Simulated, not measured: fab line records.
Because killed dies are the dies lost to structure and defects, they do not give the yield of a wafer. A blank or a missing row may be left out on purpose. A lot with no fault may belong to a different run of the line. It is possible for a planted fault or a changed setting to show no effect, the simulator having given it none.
fab line records	flow sky130
[record] lots = 13	wafers = 39	last-day = 51
route steps=708 shown VT_ADJUST_NCORE@126 SONOS_TUNNEL@158 SONOS_ONO@173 PAD_OPEN@708
lots with no fault: from the same line, run without faults
start-h: hours from the record's opening day to when the first of the lot's shown wafers began	wait-h: time in hours since the lot's previous step	" repeats the value in the row above	L1.1+2: a single row standing in for several wafers	- no value, or no start given	* or withheld: withheld	< > ~ a bound
route shown NAME@n: a module of which the file shows steps, and the number in the route of the first	usual: average and standard deviation across the fault-free wafers	same: alike in all rows	chamber/n: place in a boat	sites: per-site readings	_std_site: standard deviation of those values	_edge_site: inner sites' mean taken away from outer sites' mean	radius-mm: for every site, how far away it sits from the centre of the wafer	mask NAME#n: copy n	behind: the tool/chamber that last shaped the wafer	hold: why the lot was held/for how many hours/how that ended	device: the transistor (n, p or np) that didn't switch	end of line: the tests these same wafers got at the end of their route	for a step that has no rows: nothing shown but its recipe	killed: the dies lost at the first sort to structure and to defects; this is not the yield of the wafer	map: a wafer's dies, x killed, . not, _ none there
set.NAME: the setting that was run; set.NAME@STEP: the one run at that earlier step	model.NAME: the simulator's own value behind a step, which no gauge read
route steps across a sampled set of lots; one table per step, one row per wafer
services: a tool's chamber out of use, with start hour (start-h, from the record's first day; less than 0 if before it), hours out, and reason
[[steps]]
[step SKY_VT_ADJUST_NCORE_CD_MEAS_07]
[recipe] target-cd-nm = 380
[usual] cd-nm = 380.0/2.5
lot.wafer	tool	chamber	start-h	wait-h	cd-nm
L832.3	cd-sem-02	-	224.73	0.1	379.9
L832.5	"	-	"	"	380.5
L832.6	"	-	"	"	382.8
L833.1	cd-sem-01	-	237.79	0.1	382.5
L833.2	"	-	"	"	383.1
L833.6	"	-	"	"	381.5
L834.1	cd-sem-02	-	245.34	0.1	381.2
L834.4	"	-	"	"	380.0
L834.6	"	-	"	"	381.4
L837.1	cd-sem-01	-	258.09	0.1	379.5
L837.2	"	-	"	"	377.2
L837.5	"	-	"	"	380.0
L839.1	cd-sem-01	-	268.49	0.1	380.2
L839.4	"	-	"	"	380.7
L839.6	"	-	"	"	378.4
L840.3	cd-sem-02	-	278.28	0.1	375.7
L840.4	"	-	"	"	378.6
L840.6	"	-	"	"	378.1
L841.4	cd-sem-02	-	283.05	0.1	381.1
L841.5	"	-	"	"	380.9
L841.6	"	-	"	"	379.1
L843.1	cd-sem-01	-	291.19	0.1	380.6
L843.2	"	-	"	"	379.3
L843.3	"	-	"	"	382.5
L844.3	cd-sem-01	-	298.98	0.1	380.1
L844.4	"	-	"	"	380.9
L844.6	"	-	"	"	380.6
L845.2	cd-sem-01	-	304.76	0.1	378.5
L845.3	"	-	"	"	377.6
L845.5	"	-	"	"	378.7
L846.1	cd-sem-01	-	311.79	0.1	382.3
L846.4	"	-	"	"	379.8
L846.5	"	-	"	"	378.9
L847.2	cd-sem-01	-	315.36	0.1	382.1
L847.5	"	-	"	"	385.5
L847.6	"	-	"	"	384.1
L852.4	cd-sem-01	-	349.75	0.1	375.5
L852.5	"	-	"	"	378.2
L852.6	"	-	"	"	375.6
[step SKY_SONOS_TUNNEL_EXPOSE_04]
[recipe] mask-id = TUNM	na = 0.6	source-shape = conventional	sigma-outer = 0.6	polarization = unpolarized	target-cd-nm = 410	dose-mj = 136
[usual] exposure-dose-mJ-cm2 = 136.02/0.13
[same] na = 0.6
lot.wafer	tool	chamber	start-h	wait-h	mask	exposure-dose-mJ-cm2
L832.3	iline-stepper-01	0	282.71	-	TUNM#0	135.82
L832.5	"	0	"	"	TUNM#0	135.97
L832.6	"	0	"	"	TUNM#0	135.80
L833.1	iline-stepper-01	0	295.57	-	TUNM#0	135.88
L833.2	"	0	"	"	TUNM#0	135.92
L833.6	"	0	"	"	TUNM#0	136.04
L834.1	iline-stepper-02	0	306.81	-	TUNM#0	135.98
L834.4	"	0	"	"	TUNM#0	135.98
L834.6	"	0	"	"	TUNM#0	135.93
L837.1	iline-stepper-01	0	319.22	-	TUNM#0	136.06
L837.2	"	0	"	"	TUNM#0	136.21
L837.5	"	0	"	"	TUNM#0	136.15
L839.1	iline-stepper-01	0	331.27	-	TUNM#0	136.18
L839.4	"	0	"	"	TUNM#0	136.08
L839.6	"	0	"	"	TUNM#0	136.16
L840.3	iline-stepper-01	0	340.53	-	TUNM#0	136.09
L840.4	"	0	"	"	TUNM#0	136.17
L840.6	"	0	"	"	TUNM#0	135.89
L841.4	iline-stepper-01	0	345.60	-	TUNM#0	135.97
L841.5	"	0	"	"	TUNM#0	136.11
L841.6	"	0	"	"	TUNM#0	135.98
L843.1	iline-stepper-02	0	356.01	-	TUNM#0	135.78
L843.2	"	0	"	"	TUNM#0	135.94
L843.3	"	0	"	"	TUNM#0	136.24
L844.3	iline-stepper-01	0	363.20	-	TUNM#0	133.21
L844.4	"	0	"	"	TUNM#0	133.32
L844.6	"	0	"	"	TUNM#0	133.46
L845.2	iline-stepper-01	0	370.56	-	TUNM#0	133.23
L845.3	"	0	"	"	TUNM#0	133.47
L845.5	"	0	"	"	TUNM#0	133.34
L846.1	iline-stepper-01	0	376.79	-	TUNM#0	133.96
L846.4	"	0	"	"	TUNM#0	133.87
L846.5	"	0	"	"	TUNM#0	133.75
L847.2	iline-stepper-01	0	381.92	-	TUNM#0	133.90
L847.5	"	0	"	"	TUNM#0	133.84
L847.6	"	0	"	"	TUNM#0	133.73
L852.4	iline-stepper-02	0	420.40	-	TUNM#0	136.07
L852.5	"	0	"	"	TUNM#0	135.99
L852.6	"	0	"	"	TUNM#0	136.06
[step SKY_SONOS_ONO_THK_MEAS_05]
[recipe] reads = SiO2_of_SONOS_ONO_CVD_04
[usual] SONOS_ONO_CVD_04_THK = 5.65/0.11
lot.wafer	tool	chamber	start-h	wait-h	SONOS_ONO_CVD_04_THK[nm]
L832.3	film-metro-01	-	299.18	0.0	5.72
L832.5	"	-	"	"	5.63
L832.6	"	-	"	"	5.59
L833.1	film-metro-01	-	315.30	0.0	5.69
L833.2	"	-	"	"	5.59
L833.6	"	-	"	"	5.69
L834.1	film-metro-03	-	324.34	0.0	5.75
L834.4	"	-	"	"	5.72
L834.6	"	-	"	"	5.85
L837.1	film-metro-03	-	338.38	0.0	5.52
L837.2	"	-	"	"	5.57
L837.5	"	-	"	"	5.55
L839.1	film-metro-02	-	351.82	0.0	5.52
L839.4	"	-	"	"	5.54
L839.6	"	-	"	"	5.45
L840.3	film-metro-03	-	361.19	0.0	5.56
L840.4	"	-	"	"	5.58
L840.6	"	-	"	"	5.54
L841.4	film-metro-03	-	366.60	0.0	5.52
L841.5	"	-	"	"	5.55
L841.6	"	-	"	"	5.59
L843.1	film-metro-02	-	374.64	0.0	5.47
L843.2	"	-	"	"	5.46
L843.3	"	-	"	"	5.50
L844.3	film-metro-01	-	383.34	0.0	5.63
L844.4	"	-	"	"	5.75
L844.6	"	-	"	"	5.74
L845.2	film-metro-01	-	393.78	0.0	5.62
L845.3	"	-	"	"	5.79
L845.5	"	-	"	"	5.62
L846.1	film-metro-02	-	396.47	0.0	5.74
L846.4	"	-	"	"	5.62
L846.5	"	-	"	"	5.74
L847.2	film-metro-02	-	402.87	0.0	5.52
L847.5	"	-	"	"	5.61
L847.6	"	-	"	"	5.47
L852.4	film-metro-01	-	440.64	0.0	5.73
L852.5	"	-	"	"	5.74
L852.6	"	-	"	"	5.75
[step SKY_SONOS_ONO_ETCH_15]
[recipe] target-depth-nm = 19.52	chemistry = CHF3/O2	source-w = 600	bias-w = 200	pressure-mtorr = 40	chf3-flow-sccm = 50	O2_flow_sccm = 5	time-s = 7.8
[usual] drypump-motor-current-A = 6.0/0.42	oes-product-au = 0.999/0.0094	throttle-valve-pct = 8.823/0.0095
lot.wafer	tool	chamber	start-h	wait-h	drypump-motor-current-A	oes-product-au	rf-hours-counter-h	throttle-valve-pct
L832.3	rie-diel-01	3	323.75	0.0	6.2	0.978	10	8.835
L832.5	"	3	"	"	6.2	0.984	-	8.822
L832.6	"	0	"	"	5.9	0.976	-	8.815
L833.1	rie-diel-02	1	340.75	0.0	5.5	1.012	6	8.825
L833.2	"	3	"	"	6.2	0.995	105	8.834
L833.6	"	1	"	"	5.5	1.010	-	8.820
L834.1	rie-diel-01	2	350.15	0.0	6.0	1.000	5	8.812
L834.4	"	1	"	"	6.1	0.998	1	8.822
L834.6	"	1	"	"	6.1	0.991	-	8.824
L837.1	rie-diel-01	0	364.14	0.0	5.9	1.001	1	8.824
L837.2	"	3	"	"	6.2	0.994	11	8.811
L837.5	"	3	"	"	6.2	0.988	-	8.836
L839.1	rie-diel-03	1	377.75	0.0	5.2	1.003	88	8.822
L839.4	"	1	"	"	5.2	1.014	-	8.823
L839.6	"	2	"	"	5.0	0.995	-	8.822
L840.3	rie-diel-02	3	387.85	0.0	6.2	1.000	106	8.821
L840.4	"	2	"	"	6.6	1.009	13	8.796
L840.6	"	1	"	"	5.5	1.010	-	8.831
L841.4	rie-diel-02	0	394.29	0.0	6.0	0.999	12	8.839
L841.5	"	2	"	"	6.6	1.013	-	8.823
L841.6	"	1	"	"	5.5	1.004	-	8.821
L843.1	rie-diel-01	1	402.49	0.0	6.1	1.005	3	8.808
L843.2	"	3	"	"	6.2	0.997	12	8.825
L843.3	"	0	"	"	5.9	1.000	2	8.819
L844.3	rie-diel-02	1	411.34	0.0	5.5	1.007	8	8.823
L844.4	"	3	"	"	6.2	1.000	107	8.821
L844.6	"	0	"	"	6.0	1.002	-	8.838
L845.2	rie-diel-01	0	419.99	0.0	5.9	1.004	3	8.810
L845.3	"	2	"	"	6.0	1.005	6	8.819
L845.5	"	2	"	"	6.0	1.011	-	8.836
L846.1	rie-diel-02	2	425.19	0.0	6.6	1.005	14	8.829
L846.4	"	1	"	"	5.5	1.012	8	8.828
L846.5	"	2	"	"	6.6	0.998	-	8.818
L847.2	rie-diel-01	0	432.69	0.0	5.9	0.992	3	8.818
L847.5	"	2	"	"	6.0	1.000	-	8.823
L847.6	"	3	"	"	6.2	0.992	-	8.818
L852.4	rie-diel-01	2	470.94	0.0	6.0	1.010	7	8.823
L852.5	"	2	"	"	6.0	1.011	-	8.848
L852.6	"	3	"	"	6.2	0.984	-	8.812
[step SKY_PAD_OPEN_PROBE_99]
[usual] killed_at_M0_to_M3 = 42/6.7	killed_at_M4_up = 3.0/1.9	killed-at-contacts = 24/5.3	killed-at-front-end = 16/4.3	killed-at-other = 0.4/0.71	killed-dies = 85/9.6	killed-open = 46/6.5	killed-short = 39/6.7
[same] gross-dies = 492	killed-at-back-side = 0
lot.wafer	tool	chamber	start-h	wait-h	killed_at_M0_to_M3	killed_at_M4_up	killed-at-contacts	killed-at-front-end	killed-at-other	killed-dies	killed-open	killed-short
L833.1	prober-02	-	1130.39	0.1	46	4	27	15	0	92	42	50
L833.2	prober-02	-	1130.44	0.1	35	0	19	24	0	78	41	37
L833.6	prober-02	-	1130.64	0.2	43	2	35	17	0	97	64	33
L839.1	prober-02	-	1159.34	0.1	57	2	16	15	1	91	51	40
L839.4	prober-02	-	1159.49	0.2	57	1	13	12	0	83	50	32
L839.6	prober-02	-	1159.59	0.2	46	3	22	20	0	91	43	47
L840.3	prober-01	-	1162.91	0.2	44	7	29	20	0	100	58	42
L840.4	prober-01	-	1162.96	0.2	41	2	24	14	0	81	38	43
L840.6	prober-01	-	1163.06	0.2	49	5	23	10	0	87	41	46
L841.4	prober-02	-	1170.60	0.2	48	1	20	12	1	82	42	39
L841.5	prober-02	-	1170.65	0.2	35	8	19	19	1	82	47	34
L841.6	prober-02	-	1170.70	0.2	41	2	30	9	0	82	44	38
L846.1	prober-01	-	1185.68	0.1	42	5	28	15	0	90	52	38
L846.4	prober-01	-	1185.83	0.2	41	4	24	20	0	89	56	33
L846.5	prober-01	-	1185.88	0.2	43	2	19	21	0	85	53	29
L847.2	prober-02	-	1194.02	0.1	47	1	19	11	1	79	52	27
L847.5	prober-02	-	1194.17	0.2	47	2	29	15	0	93	57	36
L847.6	prober-02	-	1194.22	0.2	40	5	23	16	0	84	50	33
// killed by level:class
L833.1 VIA1:geometric-particle:open=10 CONTACT:geometric-particle:open=9 METAL1:geometric-particle:short=7 CONTACT:geometric-particle:short=7 METAL2:geometric-particle:short=7 VIA3:geometric-particle:open=6 LI_CONTACT:geometric-particle:open=5 VIA1:geometric-particle:short=5
L833.2 VIA1:geometric-particle:open=8 CONTACT:geometric-particle:open=7 FIELD_ISO:geometric-particle:short=6 FIELD_ISO:geometric-particle:open=5 POLY_GATE:geometric-particle:short=4 SPACER:geometric-particle:open=4 CONTACT:geometric-particle:short=4 METAL1:geometric-particle:short=4
L833.6 CONTACT:geometric-particle:open=15 VIA1:geometric-particle:open=11 VIA2:geometric-particle:open=10 POLY_GATE:geometric-particle:open=8 LI_CONTACT:geometric-particle:open=8 VIA3:geometric-particle:short=5 FIELD_ISO:geometric-particle:short=4 CONTACT:geometric-particle:short=4
L839.1 VIA1:geometric-particle:open=21 VIA1:geometric-particle:short=9 METAL2:geometric-particle:short=7 METAL1:geometric-particle:short=6 VIA2:geometric-particle:open=6 FIELD_ISO:geometric-particle:short=5 CONTACT:geometric-particle:short=4 LOCAL_INTERCONNECT:geometric-particle:open=3
L839.4 VIA1:geometric-particle:open=12 VIA2:geometric-particle:open=10 CONTACT:geometric-particle:open=7 VIA1:geometric-particle:short=6 METAL2:geometric-particle:open=6 METAL2:geometric-particle:short=5 VIA2:geometric-particle:short=5 VIA3:geometric-particle:open=5
L839.6 METAL2:geometric-particle:short=9 CONTACT:geometric-particle:open=9 VIA1:geometric-particle:short=7 VIA3:geometric-particle:open=7 VIA1:geometric-particle:open=6 LI_CONTACT:geometric-particle:open=5 FIELD_ISO:geometric-particle:open=4 FIELD_ISO:geometric-particle:short=4
L840.3 LI_CONTACT:geometric-particle:open=11 VIA1:geometric-particle:open=10 CONTACT:geometric-particle:open=9 VIA3:geometric-particle:open=8 VIA1:geometric-particle:short=7 POLY_GATE:geometric-particle:short=6 CONTACT:geometric-particle:short=5 VIA2:geometric-particle:open=5
L840.4 VIA1:geometric-particle:open=11 LOCAL_INTERCONNECT:geometric-particle:short=7 METAL1:geometric-particle:short=6 CONTACT:geometric-particle:open=6 LI_CONTACT:geometric-particle:open=5 VIA2:geometric-particle:open=5 CONTACT:geometric-particle:short=4 VIA3:geometric-particle:open=4
L840.6 VIA1:geometric-particle:open=11 METAL1:geometric-particle:short=10 CONTACT:geometric-particle:open=8 CONTACT:geometric-particle:short=6 VIA1:geometric-particle:short=6 VIA2:geometric-particle:open=6 LI_CONTACT:geometric-particle:open=5 METAL2:geometric-particle:short=5
L841.4 CONTACT:geometric-particle:open=11 METAL1:geometric-particle:short=11 VIA2:geometric-particle:open=9 VIA1:geometric-particle:open=7 POLY_GATE:geometric-particle:short=5 VIA3:geometric-particle:open=5 VIA3:geometric-particle:short=4 VIA1:geometric-particle:short=4
L841.5 LI_CONTACT:geometric-particle:open=10 VIA2:geometric-particle:open=9 POLY_GATE:geometric-particle:short=7 METAL1:geometric-particle:short=6 VIA1:geometric-particle:open=6 FIELD_ISO:geometric-particle:open=5 CONTACT:geometric-particle:open=5 METAL3:geometric-particle:short=5
L841.6 CONTACT:geometric-particle:open=13 VIA1:geometric-particle:short=7 LI_CONTACT:geometric-particle:open=6 LOCAL_INTERCONNECT:geometric-particle:short=6 VIA1:geometric-particle:open=6 VIA2:geometric-particle:open=6 CONTACT:geometric-particle:short=4 METAL2:geometric-particle:short=4
L846.1 CONTACT:geometric-particle:open=16 VIA3:geometric-particle:open=9 METAL2:geometric-particle:short=7 VIA1:geometric-particle:open=7 POLY_GATE:geometric-particle:open=5 VIA1:geometric-particle:short=5 CONTACT:geometric-particle:short=5 METAL1:geometric-particle:short=5
L846.4 VIA1:geometric-particle:open=14 FIELD_ISO:geometric-particle:open=9 LI_CONTACT:geometric-particle:open=7 CONTACT:geometric-particle:open=7 METAL2:geometric-particle:short=7 VIA3:geometric-particle:open=6 VIA2:geometric-particle:open=5 POLY_GATE:geometric-particle:open=4
L846.5 VIA1:geometric-particle:open=12 VIA3:geometric-particle:open=9 FIELD_ISO:geometric-particle:open=8 CONTACT:geometric-particle:open=7 VIA1:geometric-particle:short=6 POLY_GATE:geometric-particle:open=5 METAL3:geometric-particle:short=5 VIA2:geometric-particle:open=5
L847.2 VIA1:geometric-particle:open=17 CONTACT:geometric-particle:open=10 VIA2:geometric-particle:open=8 LI_CONTACT:geometric-particle:open=6 VIA3:geometric-particle:short=6 METAL1:geometric-particle:short=5 FIELD_ISO:geometric-particle:open=3 METAL2:geometric-particle:short=3
L847.5 CONTACT:geometric-particle:open=14 VIA1:geometric-particle:open=10 LI_CONTACT:geometric-particle:open=9 VIA2:geometric-particle:open=8 VIA3:geometric-particle:open=6 VIA3:geometric-particle:short=4 VIA1:geometric-particle:short=4 METAL2:geometric-particle:short=4
L847.6 VIA1:geometric-particle:open=13 LI_CONTACT:geometric-particle:open=9 CONTACT:geometric-particle:open=8 VIA2:geometric-particle:open=6 VIA3:geometric-particle:open=5 FIELD_ISO:geometric-particle:open=4 FIELD_ISO:geometric-particle:short=4 VIA2:geometric-particle:short=4
[[services]]
tool	chamber	start-h	hours	kind
rie-diel-01	1	260.85	-	clean
rie-diel-01	1	260.85	20.0	scheduled-down
rie-diel-01	1	260.85	20.0	vent-cycle
rie-diel-01	0	280.82	-	clean
rie-diel-01	0	280.82	13.6	scheduled-down
rie-diel-01	0	280.82	13.6	vent-cycle
rie-diel-03	0	301.65	7.0	repair
rie-diel-01	1	302.46	8.9	repair
rie-diel-01	-	306.02	0.6	repair
iline-stepper-02	0	350.52	-	calibration
iline-stepper-02	-	351.06	1.7	pm
rie-diel-03	0	367.37	-	clean
rie-diel-03	0	367.37	16.8	scheduled-down
rie-diel-03	0	367.37	16.8	vent-cycle
rie-diel-03	2	378.28	4.5	repair
rie-diel-03	2	397.59	-	clean
rie-diel-03	2	397.59	13.7	scheduled-down
rie-diel-03	2	397.59	13.7	vent-cycle
iline-stepper-01	0	399.83	-	calibration
rie-diel-02	3	427.98	-	clean
rie-diel-02	3	427.98	19.3	scheduled-down
rie-diel-02	3	427.98	19.3	vent-cycle
iline-stepper-01	-	444.97	1.7	pm
iline-stepper-02	-	448.95	8.9	pm
[[key]]
[first-sign] step = SKY_SONOS_TUNNEL_EXPOSE_04	reading = exposure-dose-mJ-cm2	direction = down	sigmas = 19	usual = *	struck = *
effect none on later readings
met-at SKY_SONOS_TUNNEL_EXPOSE_04
struck-lots L844,L845,L846,L847
tester-left-out L844,L845,L846,L847
[loop-trim] step = SKY_SONOS_TUNNEL_EXPOSE_04	setting = dose	lots = L846,L847
not-acting-at SKY_VT_ADJUST_NCORE_CD_MEAS_07,SKY_SONOS_ONO_THK_MEAS_05,SKY_SONOS_ONO_ETCH_15
onset-between 345.60 363.20
[fault] kind = process-parameter-drift	tool = iline-stepper-01	chamber = -	onset-h = 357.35	steps = SKY_SONOS_TUNNEL_EXPOSE_04	channel = dose-mj	offset = -2.7563	shape = step	acts-in = these-recipes-only	stated = 136
// tester-left-out: of these lots the tester's yield and bins aren't shown, on N5 and GAA mostly nor the transistor test; their killed dies are dies lost to structure and defects alone, not to doping, threshold or leakage, so they don't give the yield
// loop-trim: a control loop set the setting to another value than it would have without faults
